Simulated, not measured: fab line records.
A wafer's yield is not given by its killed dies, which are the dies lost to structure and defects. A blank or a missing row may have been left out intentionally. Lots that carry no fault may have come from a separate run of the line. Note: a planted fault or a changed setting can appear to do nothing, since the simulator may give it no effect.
2 desks looking at one fault :: flow gf180mcu :: only its own numbers are on each desk; what lay behind them is given at the end

## METROLOGY DESK
Means of the sampled wafers that have a number, per lot and without regard to the tool the lot ran on: this is what the gauges read. Marked OUT: a lot whose mean sits more than 4 standard deviations from the usual mean, which makes it out of limits; the brackets give that distance.
Columns: A = V2_W_RS at GF_V2_RS_MEAS_24, usual 0.327 ohm/sq; B = V3_CVD_02_THK at GF_V3_THK_MEAS_03, usual 852 nm
lot: L829
first seen here: day 20 07:41
A: 0.325
B: 850

lot: L831
first seen here: day 21 05:40
A: 0.325
B: 854

lot: L833
first seen here: day 22 01:59
A: 0.324
B: 862

lot: L834
first seen here: day 22 07:14
A: 0.327
B: 838

lot: L837
first seen here: day 23 07:42
A: 0.331
B: 857

lot: L838
first seen here: day 23 17:09
A: 0.328
B: 859

lot: L839
first seen here: day 24 04:50
A: 0.323
B: 844

lot: L840
first seen here: day 24 10:04
A: 0.319
B: 849

lot: L842
first seen here: day 25 05:37
A: 0.322
B: 888

lot: L843
first seen here: day 25 07:31
A: 0.329
B: 890

lot: L851
first seen here: day 27 14:20
A: 0.329
B: 850

lot: L852
first seen here: day 28 07:30
A: 0.325
B: 845
Finding of this desk: none of the 12 lots has anything out of limits.

## TOOL OWNER'S DESK, pecvd-03
The tool's own readings at GF_V3_CVD_02 (deposits SiO2 from TEOS, target thk 850 nm, time 94.851 s): means of the sampled wafers that have a number, for each lot that ran on this tool. Marked OUT: a lot whose mean sits more than 4 standard deviations from the usual mean, which makes it out of limits; the brackets give that distance.
Columns: A = heater_power_w at GF_V3_CVD_02, usual 657 W
lot: L833
first seen here: day 23 02:19
A: 579

lot: L839
first seen here: day 25 04:12
A: 575

lot: L840
first seen here: day 25 09:12
A: 537

lot: L842
first seen here: day 26 04:01
A: 606

lot: L843
first seen here: day 26 07:05
A: 640

lot: L852
first seen here: day 29 05:18
A: 590
Finding of this desk: none of the 6 lots has anything out of limits.

## TAKEN TOGETHER
From the metrology desk's view, nothing was out of limits.
Nothing out of limits was seen by the tool owner's desk.

## WHAT THE SIMULATOR PUT IN
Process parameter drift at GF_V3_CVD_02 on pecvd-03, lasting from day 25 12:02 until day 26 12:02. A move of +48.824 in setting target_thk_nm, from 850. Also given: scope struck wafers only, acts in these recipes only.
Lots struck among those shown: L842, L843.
